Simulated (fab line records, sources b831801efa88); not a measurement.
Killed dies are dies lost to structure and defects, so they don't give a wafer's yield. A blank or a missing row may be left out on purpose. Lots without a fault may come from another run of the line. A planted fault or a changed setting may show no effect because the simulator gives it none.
Problem report in the 8D (eight disciplines) form, filled by code | flow gf180mcu | the parts of the form that need people (team, actions taken, sign-off) are left out

1. THE PROBLEM
SALICIDE_TIN_RS at GF_SALICIDE_RS_MEAS_04 reads a mean of 13.69 ohm/sq on 4 wafers of 3 lots; wafers without a fault read 16.49 ohm/sq with a standard deviation of 0.29. That is -9.6 standard deviations from the usual mean.
The step: measures by four-point-probe.
First seen on wafer L136.3, day 18 04:31, on film_metro-01. The record holds 38 wafers of 13 lots with a number at this step. Rule for "out", or "out of limits": more than 4 standard deviations from the usual mean. The other wafers with a number count as sound.

2. WHAT IT IS AND WHAT IT IS NOT
question                    | is                                          | is not
which readings at this step | SALICIDE_TIN_RS                             | -
which lots                  | L136, L137, L138                            | L127, L128, L140, L141, L144, L146, L147, L148, L149, L150
which wafers of those lots  | L136.3, L137.2, L137.3, L138.3              | L136.5, L137.4, L138.1, L138.6
read on which gauges        | film_metro-01, film_metro-02, film_metro-03 | -
when                        | from day 18 04:31                           | up to then (7 sound wafers); but 27 sound wafers of L137, L138, L140, L141, L144, L146, L147, L148, L149, L150 came after

3. SUSPECTS, AND WHAT RULES EACH OUT
Counting: a tool at a process step up to the reading stays a suspect if it ran every lot that is out. Sound lots after the first of them don't rule it out here, since some wafers of a struck lot are sound.
- the gauge at GF_SALICIDE_RS_MEAS_04: ruled out. The wafers that are out were read on 3 gauges (film_metro-01, film_metro-02, film_metro-03).
- pvd_sputter-02 at GF_SALICIDE_SPUTTER_03 (material TiN, target thk 20 nm, time 16.7 s): kept. It ran every lot that is out, first L136 (day 18 04:28).
Left after counting: pvd_sputter-02 at GF_SALICIDE_SPUTTER_03.

4. THE CAUSE (what the simulator had put in)
Process parameter drift: pvd_sputter-02, from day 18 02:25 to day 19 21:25, at GF_SALICIDE_SPUTTER_03. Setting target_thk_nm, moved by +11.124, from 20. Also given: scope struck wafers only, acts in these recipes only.
Counting left only this tool.

5. THE CHAIN OF EFFECTS, in route order
Each row: a reading whose mean over the struck wafers that have a number lies more than 3 standard deviations from the usual. Only readings for which the record gives a usual standard deviation are gone through. hours: the time from each lot's start at the first step in this table that gives one to its start at this step, as a median over the lots. sigmas: the change in usual standard deviations.
hours | step                    | reading          | usual        | on struck wafers | change | sigmas
0     | GF_SALICIDE_RS_MEAS_04  | SALICIDE_TIN_RS  | 16.49 ohm/sq | 13.69            | -2.80  | -9.6
0     | GF_SALICIDE_THK_MEAS_05 | SALICIDE_TIN_THK | 20.19 nm     | 31.43            | +11.24 | +51

6. WHAT WOULD HAVE CAUGHT IT SOONER
In this record the first reading out of limits at a measuring or inspecting step was taken at day 18 04:31, 2 hours after the fault began at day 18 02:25.
Of the tool readings at GF_SALICIDE_SPUTTER_03 for which the record gives a usual standard deviation, none was out on any struck wafer, so an alarm limit of 4 standard deviations on them would not have fired.
Of the lots that are out (3), L137, L138 began GF_SALICIDE_SPUTTER_03 on pvd_sputter-02 after day 18 04:31. A hold on the tool at that time would have spared those 2.
